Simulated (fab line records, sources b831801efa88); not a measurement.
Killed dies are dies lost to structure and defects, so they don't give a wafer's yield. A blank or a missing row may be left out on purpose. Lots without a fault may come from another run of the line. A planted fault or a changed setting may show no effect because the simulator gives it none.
fab line records | flow sky130
record lots=24 wafers=72 last_day=50
route steps=708 shown RES_XHIGH@340 SD_N@354 METAL5@664 PASSIVATION@682 PAD_OPEN@702
lots that met no fault: from a run of the same line without faults
start_h: hours from the record's first day to the start of the lot's first wafer shown | wait_h: hours since the lot's step before | " the same as in the row above | L1.1+2: a row that stands for several wafers | - no value, or no start given | * or withheld: withheld | < > ~ a bound
route shown NAME@n: a module of which the file shows steps, and the number in the route of the first | usual: mean/standard deviation of fault-free wafers | same: alike in all rows | chamber/n: place in a boat | sites: the reading at each site | _std_site: their standard deviation | _edge_site: outer sites' mean less inner sites' | radius_mm: how far each site lies from the wafer's centre | mask NAME#n: copy n | behind: the tool/chamber that last shaped the wafer | hold: why the lot was held/for how many hours/how that ended | device: the transistor (n, p or np) that didn't switch | end of line: the same wafers' tests at the end of the route | a step without rows: its recipe alone | killed: dies lost to structure and defects at the first sort, not the wafer's yield | map: a wafer's dies, x killed, . not, _ none there
set.NAME: the setting as run; set.NAME@STEP: as run at that earlier step | model.NAME: the simulator's own value behind a step, which no gauge read
steps of the route over a sample of lots; a table a step, a row a wafer
services: from which hour (start_h, from the record's first day; less than 0 if before it) a tool's chamber was out of use, for how many hours, and why
## steps
# step SKY_RES_XHIGH_STRIP_08
# recipe chemistry=O2/N2 power_w=1400 pressure_mtorr=1500 platen_temp_c=withheld o2_flow_sccm=3000 n2_flow_sccm=300 overash_fraction=0.5
# usual drypump_motor_current_A=5.64/0.23 oes_product_au=0.712/0.0047 strip_time_to_endpoint_s=14.28/0.034
# columns lot.wafer tool chamber start_h wait_h drypump_motor_current_A oes_product_au rf_hours_counter_h strip_time_to_endpoint_s
L074.1 plasma_asher-01 0 623.69 0.1 5.45 0.713 19 14.32
L074.4 " 0 " " 5.45 0.719 - 14.32
L074.6 " 1 " " 6.00 0.713 - 14.34
L075.1 plasma_asher-04 0 633.34 0.1 5.71 0.708 50 14.27
L075.3 " 0 " " 5.69 0.713 - 14.30
L075.5 " 1 " " 5.85 0.712 - 14.28
L076.3 plasma_asher-04 1 640.82 0.1 5.87 0.708 - 14.30
L076.4 " 0 " " 5.70 0.718 - 14.31
L076.6 " 1 " " 5.87 0.709 - 14.34
L077.1 plasma_asher-02 1 643.57 0.1 5.33 0.709 97 14.31
L077.5 " 0 " " 5.77 0.715 - 14.30
L077.6 " 1 " " 5.34 0.708 - 14.29
L078.2 plasma_asher-04 0 651.87 0.1 5.69 0.709 52 14.28
L078.3 " 0 " " 5.71 0.714 - 14.32
L078.6 " 0 " " 5.70 0.704 - 14.27
L079.3 plasma_asher-02 0 662.16 0.1 5.75 0.712 - 14.23
L079.4 " 1 " " 5.34 0.719 - 14.22
L079.5 " 0 " " 5.77 0.709 - 14.21
L080.3 plasma_asher-02 1 670.62 0.1 5.33 0.709 - 14.25
L080.5 " 1 " " 5.34 0.717 - 14.31
L080.6 " 0 " " 5.75 0.710 - 14.28
L081.2 plasma_asher-02 0 682.79 0.1 5.76 0.710 101 14.25
L081.5 " 0 " " 5.76 0.719 - 14.22
L081.6 " 1 " " 5.33 0.714 - 14.21
L082.2 plasma_asher-02 0 689.82 0.1 5.79 0.703 101 14.25
L082.4 " 1 " " 5.34 0.713 - 14.25
L082.6 " 0 " " 5.77 0.716 - 14.27
L083.1 plasma_asher-02 1 691.37 0.1 5.36 0.712 102 14.32
L083.4 " 0 " " 5.77 0.713 - 14.31
L083.6 " 1 " " 5.34 0.713 - 14.30
L084.1 plasma_asher-01 1 702.49 0.1 6.00 0.708 28 14.30
L084.2 " 0 " " 5.44 0.713 28 14.31
L084.3 " 1 " " 5.99 0.715 - 14.32
L085.1 plasma_asher-02 1 706.59 0.1 5.32 0.711 103 14.26
L085.2 " 0 " " 5.75 0.712 103 14.32
L085.6 " 0 " " 5.76 0.715 - 14.29
L086.2 plasma_asher-01 0 720.07 0.1 5.43 0.712 29 14.31
L086.4 " 1 " " 6.03 0.716 - 14.27
L086.6 " 0 " " 5.37 0.716 - 14.30
L087.2 plasma_asher-02 1 720.94 0.1 5.35 0.712 105 14.25
L087.5 " 0 " " 5.75 0.710 - 14.27
L087.6 " 1 " " 5.32 0.703 - 14.30
L088.1 plasma_asher-04 1 730.19 0.1 5.85 0.712 59 14.26
L088.2 " 0 " " 5.70 0.707 59 14.28
L088.3 " 0 " " 5.66 0.706 - 14.29
L089.4 plasma_asher-02 1 747.02 0.1 5.36 0.708 - 14.27
L089.5 " 0 " " 5.75 0.713 - 14.29
L089.6 " 1 " " 5.34 0.719 - 14.29
L090.3 plasma_asher-02 0 751.11 0.1 5.74 0.712 - 14.25
L090.5 " 0 " " 5.75 0.710 - 14.29
L090.6 " 1 " " 5.35 0.717 - 14.30
L091.1 plasma_asher-02 0 752.57 0.1 5.76 0.703 1 14.25
L091.2 " 1 " " 5.33 0.712 1 14.24
L091.3 " 1 " " 5.34 0.708 - 14.24
L092.1 plasma_asher-01 1 756.62 0.1 6.03 0.713 34 14.25
L092.2 " 0 " " 5.42 0.715 34 14.21
L092.6 " 1 " " 6.00 0.708 - 14.27
L093.1 plasma_asher-02 1 774.59 0.1 5.34 0.707 3 14.24
L093.2 " 0 " " 5.76 0.721 3 14.27
L093.6 " 0 " " 5.76 0.716 - 14.27
L094.1 plasma_asher-02 1 777.34 0.1 5.34 0.715 3 14.25
L094.2 " 0 " " 5.76 0.709 3 14.29
L094.5 " 0 " " 5.76 0.702 - 14.29
L095.1 plasma_asher-04 1 781.34 0.1 5.86 0.704 64 14.30
L095.2 " 0 " " 5.70 0.712 64 14.32
L095.5 " 1 " " 5.85 0.704 - 14.27
L096.3 plasma_asher-04 1 791.76 0.1 5.83 0.708 - 14.22
L096.4 " 0 " " 5.67 0.711 - 14.21
L096.6 " 1 " " 5.84 0.711 - 14.20
L097.1 plasma_asher-01 1 798.44 0.1 5.96 0.709 38 14.28
L097.3 " 0 " " 5.44 0.709 - 14.26
L097.5 " 0 " " 5.43 0.715 - 14.28
# step SKY_SD_N_TW_MEAS_12
# usual SD_N_TW=3975/29
# columns lot.wafer tool chamber start_h wait_h SD_N_TW
L074.1 film_metro-01 - 652.93 0.1 3985
L074.4 " - " " 3953
L074.6 " - " " 3976
L075.1 film_metro-01 - 662.68 0.1 3957
L075.3 " - " " 3968
L075.5 " - " " 3957
L076.3 film_metro-04 - 670.20 0.1 3943
L076.4 " - " " 3967
L076.6 " - " " 3959
L077.1 film_metro-01 - 672.33 0.1 3951
L077.5 " - " " 3943
L077.6 " - " " 3963
L078.2 film_metro-03 - 681.05 0.1 4004
L078.3 " - " " 4018
L078.6 " - " " 4014
L079.3 film_metro-04 - 690.51 0.1 3992
L079.4 " - " " 3966
L079.5 " - " " 3989
L080.3 film_metro-04 - 699.01 0.1 3972
L080.5 " - " " 3942
L080.6 " - " " 3956
L081.2 film_metro-01 - 711.15 0.1 3957
L081.5 " - " " 3954
L081.6 " - " " 3938
L082.2 film_metro-01 - 718.00 0.1 3978
L082.4 " - " " 3944
L082.6 " - " " 3971
L083.1 film_metro-01 - 718.89 0.1 3942
L083.4 " - " " 3971
L083.6 " - " " 3931
L084.1 film_metro-04 - 730.58 0.1 3956
L084.2 " - " " 3983
L084.3 " - " " 3955
L085.1 film_metro-01 - 734.24 0.1 3949
L085.2 " - " " 3958
L085.6 " - " " 3965
L086.2 film_metro-04 - 748.01 0.1 3943
L086.4 " - " " 3940
L086.6 " - " " 3962
L087.2 film_metro-01 - 748.90 0.1 3964
L087.5 " - " " 3980
L087.6 " - " " 3970
L088.1 film_metro-03 - 758.58 0.1 4035
L088.2 " - " " 4035
L088.3 " - " " 4032
L089.4 film_metro-04 - 773.46 0.1 3965
L089.5 " - " " 4009
L089.6 " - " " 3983
L090.3 film_metro-03 - 778.35 0.1 4029
L090.5 " - " " 4053
L090.6 " - " " 4044
L091.1 film_metro-04 - 780.48 0.1 3980
L091.2 " - " " 3995
L091.3 " - " " 3970
L092.1 film_metro-04 - 783.73 0.1 3967
L092.2 " - " " 3998
L092.6 " - " " 3984
L093.1 film_metro-03 - 801.08 0.1 4006
L093.2 " - " " 3989
L093.6 " - " " 4024
L094.1 film_metro-03 - 804.33 0.1 4015
L094.2 " - " " 4012
L094.5 " - " " 4015
L095.1 film_metro-01 - 808.48 0.1 3934
L095.2 " - " " 3934
L095.5 " - " " 3963
L096.3 film_metro-04 - 817.86 0.1 3984
L096.4 " - " " 3975
L096.6 " - " " 3977
L097.1 film_metro-01 - 825.14 0.1 3989
L097.3 " - " " 3959
L097.5 " - " " 3967
# step SKY_METAL5_SPUTTER_03
# recipe material=Ti target_thk_nm=5 power_w=3000 time_s=3.3 chamber_pressure_pa=0.4
# usual throttle_valve_pct=29.7/0.7
# columns lot.wafer tool chamber start_h wait_h throttle_valve_pct
L074.1 pvd_sputter-03 - 1011.22 0.0 28.5
L074.4 " - " " 28.8
L074.6 " - " " 28.8
L075.1 pvd_sputter-02 - 1020.18 0.0 30.2
L075.3 " - " " 30.8
L075.5 " - " " 29.4
L076.3 pvd_sputter-01 - 1023.48 0.0 30.2
L076.4 " - " " 29.7
L076.6 " - " " 29.1
L077.1 pvd_sputter-01 - 1025.52 0.0 29.1
L077.5 " - " " 29.0
L077.6 " - " " 30.0
L078.2 pvd_sputter-02 - 1031.94 0.0 31.2
L078.3 " - " " 29.2
L078.6 " - " " 31.0
L079.3 pvd_sputter-01 - 1040.21 0.0 29.8
L079.4 " - " " 28.9
L079.5 " - " " 30.0
L080.3 pvd_sputter-02 - 1047.74 0.0 30.4
L080.5 " - " " 31.0
L080.6 " - " " 29.3
L081.2 pvd_sputter-01 - 1058.26 0.0 29.3
L081.5 " - " " 29.1
L081.6 " - " " 30.0
L082.2 pvd_sputter-01 - 1062.42 0.0 30.1
L082.4 " - " " 29.1
L082.6 " - " " 30.0
L083.1 pvd_sputter-01 - 1064.92 0.0 30.2
L083.4 " - " " 29.3
L083.6 " - " " 29.0
L084.1 pvd_sputter-02 - 1072.41 0.0 30.6
L084.2 " - " " 30.0
L084.3 " - " " 29.3
L085.1 pvd_sputter-01 - 1074.06 0.0 28.9
L085.2 " - " " 30.1
L085.6 " - " " 29.0
L086.2 pvd_sputter-01 - 1087.31 0.0 29.0
L086.4 " - " " 29.9
L086.6 " - " " 30.1
L087.2 pvd_sputter-03 - 1088.51 0.0 30.4
L087.5 " - " " 28.8
L087.6 " - " " 28.6
L088.1 pvd_sputter-01 - 1093.07 0.0 29.0
L088.2 " - " " 29.1
L088.3 " - " " 30.3
L089.4 pvd_sputter-03 - 1103.92 0.0 28.9
L089.5 " - " " 30.5
L089.6 " - " " 28.5
L090.3 pvd_sputter-02 - 1109.86 0.0 29.6
L090.5 " - " " 29.2
L090.6 " - " " 30.8
L091.1 pvd_sputter-03 - 1112.52 0.0 30.6
L091.2 " - " " 29.9
L091.3 " - " " 28.5
L092.1 pvd_sputter-01 - 1113.45 0.0 30.0
L092.2 " - " " 29.8
L092.6 " - " " 30.3
L093.1 pvd_sputter-01 - 1125.48 0.0 29.2
L093.2 " - " " 29.9
L093.6 " - " " 30.0
L094.1 pvd_sputter-01 - 1131.47 0.0 30.1
L094.2 " - " " 29.5
L094.5 " - " " 28.7
L095.1 pvd_sputter-03 - 1133.72 0.0 30.0
L095.2 " - " " 28.9
L095.5 " - " " 30.6
L096.3 pvd_sputter-01 - 1139.43 0.0 29.1
L096.4 " - " " 30.2
L096.6 " - " " 30.2
L097.1 pvd_sputter-02 - 1141.77 0.0 30.6
L097.3 " - " " 29.4
L097.5 " - " " 31.0
# step SKY_PASSIVATION_THK_MEAS_01
# recipe reads=SiO2_of_PASSIVATION_CVD_00
# usual PASSIVATION_CVD_00_THK=89.7/1.1
# columns lot.wafer tool chamber start_h wait_h PASSIVATION_CVD_00_THK[nm]
L074.1 film_metro-03 - 1034.69 - 87.5
L074.4 " - " " 88.9
L074.6 " - " " 88.1
L075.1 film_metro-04 - 1043.84 - 89.6
L075.3 " - " " 90.2
L075.5 " - " " 90.0
L076.3 film_metro-01 - 1046.87 - 90.8
L076.4 " - " " 90.8
L076.6 " - " " 90.9
L077.1 film_metro-03 - 1048.76 - 88.7
L077.5 " - " " 90.3
L077.6 " - " " 89.7
L078.2 film_metro-03 - 1055.35 - 89.0
L078.3 " - " " 89.7
L078.6 " - " " 91.5
L079.3 film_metro-01 - 1062.13 - 88.7
L079.4 " - " " 91.5
L079.5 " - " " 90.7
L080.3 film_metro-03 - 1070.23 - 89.2
L080.5 " - " " 89.8
L080.6 " - " " 90.3
L081.2 film_metro-04 - 1080.61 - 89.4
L081.5 " - " " 90.2
L081.6 " - " " 90.8
L082.2 film_metro-04 - 1084.81 - 88.5
L082.4 " - " " 89.9
L082.6 " - " " 88.9
L083.1 film_metro-04 - 1086.72 - 89.5
L083.4 " - " " 91.3
L083.6 " - " " 92.0
L084.1 film_metro-03 - 1094.21 - 88.6
L084.2 " - " " 89.3
L084.3 " - " " 88.4
L085.1 film_metro-04 - 1096.11 - 88.4
L085.2 " - " " 87.6
L085.6 " - " " 89.5
L086.2 film_metro-03 - 1108.12 - 88.1
L086.4 " - " " 90.0
L086.6 " - " " 90.0
L087.2 film_metro-03 - 1110.05 - 88.5
L087.5 " - " " 90.9
L087.6 " - " " 90.5
L088.1 film_metro-04 - 1113.72 - 89.2
L088.2 " - " " 88.4
L088.3 " - " " 88.5
L089.4 film_metro-03 - 1124.24 - 91.6
L089.5 " - " " 90.2
L089.6 " - " " 90.1
L090.3 film_metro-01 - 1130.23 - 90.0
L090.5 " - " " 91.3
L090.6 " - " " 91.1
L091.1 film_metro-03 - 1132.66 - 89.3
L091.2 " - " " 89.1
L091.3 " - " " 87.8
L092.1 film_metro-03 - 1134.32 - 90.9
L092.2 " - " " 90.4
L092.6 " - " " 91.8
L093.1 film_metro-01 - 1145.78 - 89.9
L093.2 " - " " 88.0
L093.6 " - " " 90.5
L094.1 film_metro-03 - 1150.71 - 88.6
L094.2 " - " " 89.1
L094.5 " - " " 90.5
L095.1 film_metro-03 - 1152.77 - 89.8
L095.2 " - " " 88.1
L095.5 " - " " 90.7
L096.3 film_metro-03 - 1157.74 - 88.5
L096.4 " - " " 90.2
L096.6 " - " " 90.5
L097.1 film_metro-03 - 1160.02 - 89.1
L097.3 " - " " 87.5
L097.5 " - " " 90.6
# step SKY_PASSIVATION_CVD_02
# recipe material=Si3N4 target_thk_nm=540 temp_c=400 time_s=withheld rf_w=450
# usual heater_power_w=731/110 rf_fwd_power_W=449.3/1.5
# columns lot.wafer tool chamber start_h wait_h heater_power_w rf_fwd_power_W
L074.1 pecvd-01 1 1034.75 0.1 791 446.3
L074.4 " 2 " " 576 447.4
L074.6 " 0 " " 773 448.6
L075.1 pecvd-04 0 1043.90 0.1 771 451.2
L075.3 " 2 " " 709 449.8
L075.5 " 2 " " 762 447.1
L076.3 pecvd-03 2 1046.91 0.0 685 451.5
L076.4 " 2 " " 670 451.9
L076.6 " 0 " " 878 450.8
L077.1 pecvd-04 2 1048.82 0.1 740 447.2
L077.5 " 2 " " 832 449.0
L077.6 " 0 " " 614 449.2
L078.2 pecvd-04 0 1055.40 0.0 733 448.0
L078.3 " 0 " " 751 448.7
L078.6 " 0 " " 750 448.0
L079.3 pecvd-03 0 1062.17 0.0 831 448.6
L079.4 " 0 " " 880 447.5
L079.5 " 2 " " 674 449.1
L080.3 pecvd-01 1 1070.27 0.0 794 449.6
L080.5 " 0 " " 639 450.9
L080.6 " 1 " " 803 447.2
L081.2 pecvd-01 0 1080.66 0.0 740 447.5
L081.5 " 0 " " 744 448.8
L081.6 " 1 " " 799 449.1
L082.2 pecvd-04 0 1084.86 0.0 774 448.6
L082.4 " 1 " " 631 449.4
L082.6 " 0 " " 762 448.7
L083.1 pecvd-04 2 1086.78 0.1 765 453.2
L083.4 " 0 " " 738 451.7
L083.6 " 0 " " 752 449.7
L084.1 pecvd-03 1 1094.27 0.1 909 451.7
L084.2 " 0 " " 910 452.0
L084.3 " 2 " " 567 450.0
L085.1 pecvd-01 2 1096.17 0.1 525 450.9
L085.2 " 0 " " 700 448.9
L085.6 " 1 " " 765 450.3
L086.2 pecvd-01 0 1108.17 0.0 630 452.1
L086.4 " 0 " " 688 451.1
L086.6 " 2 " " 488 450.6
L087.2 pecvd-01 2 1110.10 0.0 617 449.6
L087.5 " 0 " " 710 448.1
L087.6 " 1 " " 653 448.2
L088.1 pecvd-03 0 1113.78 0.1 894 447.5
L088.2 " 1 " " 893 447.9
L088.3 " 2 " " 684 451.2
L089.4 pecvd-04 2 1124.38 0.1 825 449.2
L089.5 " 1 " " 712 448.9
L089.6 " 0 " " 623 451.1
L090.3 pecvd-04 1 1130.27 0.0 745 449.4
L090.5 " 0 " " 749 450.3
L090.6 " 1 " " 776 449.0
L091.1 pecvd-04 0 1132.72 0.1 777 450.2
L091.2 " 1 " " 657 448.7
L091.3 " 2 " " 764 449.8
L092.1 pecvd-03 0 1134.38 0.1 909 450.4
L092.2 " 1 " " 892 449.0
L092.6 " 0 " " 730 449.5
L093.1 pecvd-01 2 1145.84 0.1 641 448.8
L093.2 " 0 " " 770 449.9
L093.6 " 2 " " 540 449.0
L094.1 pecvd-01 0 1150.77 0.1 678 450.2
L094.2 " 2 " " 527 451.0
L094.5 " 2 " " 594 449.3
L095.1 pecvd-01 0 1152.83 0.1 695 447.0
L095.2 " 2 " " 613 449.7
L095.5 " 2 " " 501 451.0
L096.3 pecvd-03 2 1157.78 0.0 619 447.9
L096.4 " 2 " " 629 446.5
L096.6 " 0 " " 712 448.7
L097.1 pecvd-03 0 1160.08 0.1 874 449.1
L097.3 " 2 " " 580 451.2
L097.5 " 2 " " 618 452.3
# step SKY_PAD_OPEN_STRIP_08
# recipe chemistry=O2/N2 power_w=1400 pressure_mtorr=1500 platen_temp_c=withheld overash_fraction=0.7 o2_flow_sccm=3000 n2_flow_sccm=300
# usual drypump_motor_current_A=5.80/0.25 oes_product_au=0.662/0.0046 strip_time_to_endpoint_s=37.09/0.11
# columns lot.wafer tool chamber start_h wait_h drypump_motor_current_A oes_product_au rf_hours_counter_h strip_time_to_endpoint_s
L074.1 plasma_asher-02 1 1078.25 0.1 5.34 0.657 33 37.01
L074.4 " 0 " " 5.75 0.663 - 37.03
L074.6 " 1 " " 5.34 0.658 - 37.11
L075.1 plasma_asher-02 0 1087.78 0.1 5.75 0.661 34 37.04
L075.3 " 1 " " 5.31 0.661 - 36.96
L075.5 " 0 " " 5.76 0.656 - 37.03
L076.3 plasma_asher-02 0 1089.66 0.1 5.76 0.674 - 37.02
L076.4 " 1 " " 5.33 0.659 - 37.03
L076.6 " 1 " " 5.31 0.669 - 37.17
L077.1 plasma_asher-04 1 1091.18 0.1 5.85 0.659 94 37.22
L077.5 " 0 " " 5.66 0.654 - 37.04
L077.6 " 1 " " 5.85 0.674 - 37.12
L078.2 plasma_asher-04 1 1097.93 0.1 5.88 0.659 95 36.93
L078.3 " 1 " " 5.86 0.668 - 36.94
L078.6 " 1 " " 5.86 0.657 - 36.85
L079.3 plasma_asher-04 1 1103.43 0.1 5.85 0.666 - 36.99
L079.4 " 0 " " 5.72 0.660 - 37.05
L079.5 " 0 " " 5.69 0.667 - 36.97
L080.3 plasma_asher-04 0 1111.86 0.1 5.72 0.655 - 37.20
L080.5 " 1 " " 5.82 0.658 - 37.21
L080.6 " 0 " " 5.73 0.654 - 37.24
L081.2 plasma_asher-02 1 1120.08 0.1 5.33 0.652 37 37.01
L081.5 " 1 " " 5.32 0.665 - 36.92
L081.6 " 0 " " 5.76 0.666 - 36.82
L082.2 plasma_asher-04 1 1125.50 0.1 5.81 0.660 97 37.03
L082.4 " 0 " " 5.71 0.665 - 37.14
L082.6 " 1 " " 5.84 0.668 - 37.01
L083.1 plasma_asher-03 1 1127.25 0.1 6.23 0.669 6 37.19
L083.4 " 0 " " 5.98 0.662 - 37.13
L083.6 " 1 " " 6.23 0.665 - 37.10
L084.1 plasma_asher-02 1 1134.08 0.1 5.33 0.663 38 37.20
L084.2 " 0 " " 5.75 0.658 38 37.10
L084.3 " 0 " " 5.75 0.666 - 37.19
L085.1 plasma_asher-04 1 1135.98 0.1 5.86 0.655 99 37.07
L085.2 " 0 " " 5.73 0.665 99 37.18
L085.6 " 0 " " 5.72 0.654 - 36.97
L086.2 plasma_asher-04 0 1147.05 0.1 5.69 0.660 100 37.32
L086.4 " 1 " " 5.85 0.656 - 37.17
L086.6 " 0 " " 5.69 0.666 - 37.26
L087.2 plasma_asher-04 1 1148.53 0.1 5.84 0.656 100 36.98
L087.5 " 0 " " 5.66 0.665 - 36.99
L087.6 " 1 " " 5.83 0.660 - 36.99
L088.1 plasma_asher-03 0 1152.33 0.1 5.97 0.664 8 37.14
L088.2 " 1 " " 6.23 0.664 8 37.17
L088.3 " 0 " " 5.99 0.665 - 37.16
L089.4 plasma_asher-04 0 1160.86 0.1 5.67 0.667 - 37.03
L089.5 " 0 " " 5.71 0.661 - 36.97
L089.6 " 1 " " 5.85 0.660 - 36.90
L090.3 plasma_asher-03 0 1166.26 0.1 5.95 0.666 - 37.25
L090.5 " 0 " " 5.90 0.659 - 37.22
L090.6 " 1 " " 6.20 0.659 - 37.32
L091.1 plasma_asher-03 0 1168.53 0.1 5.96 0.662 10 37.02
L091.2 " 1 " " 6.19 0.665 10 37.14
L091.3 " 1 " " 6.19 0.670 - 37.15
L092.1 plasma_asher-03 1 1169.98 0.1 6.21 0.666 10 36.88
L092.2 " 0 " " 5.96 0.670 10 36.98
L092.6 " 1 " " 6.21 0.661 - 37.12
L093.1 plasma_asher-02 1 1180.23 0.1 5.31 0.661 43 37.07
L093.2 " 0 " " 5.77 0.657 43 37.03
L093.6 " 1 " " 5.33 0.666 - 37.07
L094.1 plasma_asher-03 1 1183.78 0.1 6.24 0.652 11 37.19
L094.2 " 0 " " 5.95 0.664 11 37.15
L094.5 " 0 " " 5.92 0.660 - 37.19
L095.1 plasma_asher-04 1 1186.90 0.1 5.84 0.660 103 37.24
L095.2 " 0 " " 5.67 0.667 103 37.20
L095.5 " 0 " " 5.67 0.662 - 37.29
L096.3 plasma_asher-03 1 1191.51 0.1 6.21 0.660 - 37.05
L096.4 " 0 " " 5.98 0.667 - 37.19
L096.6 " 1 " " 6.19 0.666 - 37.17
L097.1 plasma_asher-02 1 1193.80 0.1 5.35 0.663 44 36.97
L097.3 " 0 " " 5.76 0.663 - 36.97
L097.5 " 1 " " 5.35 0.655 - 36.99
## services
# columns tool chamber start_h hours kind
plasma_asher-02 - 601.23 1.3 repair
plasma_asher-04 - 605.54 0.7 repair
pecvd-04 0 607.42 3.7 repair
pecvd-01 2 610.60 14.1 repair
plasma_asher-02 - 614.11 12.1 repair
pvd_sputter-01 - 616.35 3.9 repair
plasma_asher-02 - 649.88 2.8 pm
pecvd-01 2 698.45 7.1 repair
plasma_asher-04 - 707.38 15.6 pm
pvd_sputter-01 - 726.07 4.4 repair
pvd_sputter-01 - 729.41 4.2 repair
plasma_asher-02 - 733.75 9.0 pm
pecvd-01 - 772.87 4.4 repair
pvd_sputter-01 - 789.20 3.5 repair
pecvd-01 - 802.31 1.8 repair
pecvd-04 1 824.64 8.5 repair
pvd_sputter-01 - 833.08 3.0 repair
pecvd-01 - 928.00 28.7 repair
pecvd-01 - 978.13 6.0 pm
plasma_asher-04 - 1010.13 7.4 repair
plasma_asher-04 - 1047.07 5.6 repair
plasma_asher-02 - 1053.40 0.8 repair
plasma_asher-02 - 1128.21 3.4 repair
pecvd-01 1 1145.43 36.4 repair
## key
fault none
